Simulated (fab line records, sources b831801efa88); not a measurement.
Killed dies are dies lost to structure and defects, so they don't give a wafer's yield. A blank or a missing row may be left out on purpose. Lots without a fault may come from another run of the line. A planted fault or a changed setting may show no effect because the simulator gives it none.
A struck lot beside a sound one | flow sky130 | 15 steps out of a route of 708
Sound: wafers L454.1, L454.2, L454.5. Struck: wafer L463.3. (L463.2, L463.4 of the same lot were not struck and are left out.) The cause comes at the end.
At each step with rows: each side's tool, then ch and its chambers, then its first start. Under that, the readings that differ: sound wafers | struck wafers | difference of the means | sigmas: that difference in standard deviations of wafers without a fault.
alike: readings whose means differ by less than 2 such deviations, and words and numbers that are the same on both sides. not compared: withheld readings, readings that some wafer has no value for, bounds like >300 that may hide the same value, and numbers for which the record gives no deviation and whose values overlap.
The two part at a step that has a row with sigmas, a row that says differs or no value, or rows on one side only. Numbers that don't overlap but have no deviation are shown without sigmas and don't part them. A reading that every wafer of one side lacks parts them only if that side has two wafers or more.

first, 4 steps without rows for these wafers: SKY_LI_CONTACT_SOFTBAKE_08 (time 90 s); SKY_LI_CONTACT_EXPOSE_09 (exposes mask LICM1, target cd 170 nm); SKY_LI_CONTACT_PEB_10; SKY_LI_CONTACT_DEVELOP_11 (develop time 60 s).
SKY_LI_CONTACT_CD_MEAS_12: target cd 170 nm.
  sound on cd_sem-01, day 31 19:35; struck on cd_sem-01, day 33 16:19
  alike: cd_nm
SKY_LI_CONTACT_OVL_MEAS_13:
  sound on overlay-01, day 31 19:42; struck on overlay-02, day 33 16:25
  alike: LI_CONTACT_OVL
SKY_LI_CONTACT_ETCH_14: etches BARC in N2/H2, stops on SiO2, time 45.9 s, target depth 60 nm.
  sound on rie_diel-02 ch 0,3, day 31 19:44; struck on rie_diel-02 ch 3, day 33 16:26
  reading                | sound                | struck | difference | sigmas
  throttle_valve_pct (%) | 13.226 13.212 13.234 | 13.243 | +0.019     | +2
  alike: drypump_motor_current_A, oes_product_au
  not compared: rf_hours_counter_h
SKY_LI_CONTACT_ETCH_15: etches PSG in C4F8/O2/Ar, stops on Si, target depth 600 nm.
  sound on rie_diel-02 ch 0,3, day 31 19:47; struck on rie_diel-02 ch 3, day 33 16:29
  alike: oes_product_au
SKY_LI_CONTACT_STRIP_16: strips in O2/N2.
  sound on plasma_asher-04 ch 0,1, day 31 19:55; struck on plasma_asher-03 ch 1, day 33 16:34
  alike: drypump_motor_current_A, oes_product_au, strip_time_to_endpoint_s
  not compared: rf_hours_counter_h
then, 2 steps without rows for these wafers: SKY_LI_CONTACT_CLEAN_17 (cleans in NMP, time 600 s); SKY_LI_CONTACT_PRE_CLEAN_18 (time 5.6 s).
SKY_LI_CONTACT_SPUTTER_19: material Ti, target thk 20 nm, time 106.37 s.
  sound on pvd_sputter-04, day 31 20:12; struck on pvd_sputter-04, day 33 16:52
  alike: throttle_valve_pct
SKY_LI_CONTACT_SPUTTER_20: material TiN, target thk 20 nm, time 80 s.
  sound on pvd_sputter-04, day 31 20:17; struck on pvd_sputter-04, day 33 16:56
  reading                                        | sound             | struck | difference | sigmas
  model.TiN_of_LI_CONTACT_SPUTTER_20.thk_nm (nm) | 20.33 20.33 20.25 | 9.511  | -10.792    |
  alike: throttle_valve_pct
SKY_LI_CONTACT_CVD_21: deposits W, target thk 400 nm, time 120.56 s.
  sound on cvd_w-02 ch 0,1, day 31 20:20; struck on cvd_w-01 ch 0, day 33 17:00
  alike: heater_power_w, susceptor_temp_C
-- the record jumps here: 15 days lie between the struck wafers' starts before and after (it left off in module LI_CONTACT and takes up again in module PAD_OPEN, whose first step shown is number 708 of the route) --
SKY_PAD_OPEN_PROBE_99:
  sound on prober-02, day 47 17:04; struck on prober-02, day 49 01:10
  reading                                          | sound                | struck | difference | sigmas
  killed_at_M0_to_M3                               | 44 42 46             | 26     | -18        | -2
  killed_dies                                      | 88 76 84             | 60     | -23        | -2
  model.etest.licon_ndiff.rc_ohm                   | 180.2 187.7 183.2    | 263.4  | +79.7      |
  model.etest.nfet_g5v0d10v5.r_on_ohm_um           | 1886 1898 1867       | 1974   | +90        |
  model.etest.licon_pdiff.rc_ohm                   | 596.4 594.4 598.5    | 662.7  | +66.3      |
  model.etest.nfet_01v8.r_on_ohm_um                | 837.2 839.8 838.3    | 891.4  | +53.0      |
  model.etest.sonos_uncharged.r_on_ohm_um          | 792.8 808.8 794.5    | 869.8  | +71.1      |
  model.etest.licon_poly.rc_ohm                    | 155.4 154.9 157.1    | 202.8  | +47.0      |
  model.etest.licon_high_po.rc_ohm                 | 370.7 351.7 357.7    | 382.4  | +22.4      |
  model.etest.diode_ndiff_fingers.leak_log10_a_cm2 | -6.638 -6.845 -6.694 | -6.15  | +0.58      |
  alike: killed_at_M4_up, killed_at_contacts, killed_at_front_end, killed_at_other, killed_open, killed_short

WHERE THEY PART
First at SKY_LI_CONTACT_ETCH_14; last, within this record, at SKY_PAD_OPEN_PROBE_99.

WHY: what the simulator had put in
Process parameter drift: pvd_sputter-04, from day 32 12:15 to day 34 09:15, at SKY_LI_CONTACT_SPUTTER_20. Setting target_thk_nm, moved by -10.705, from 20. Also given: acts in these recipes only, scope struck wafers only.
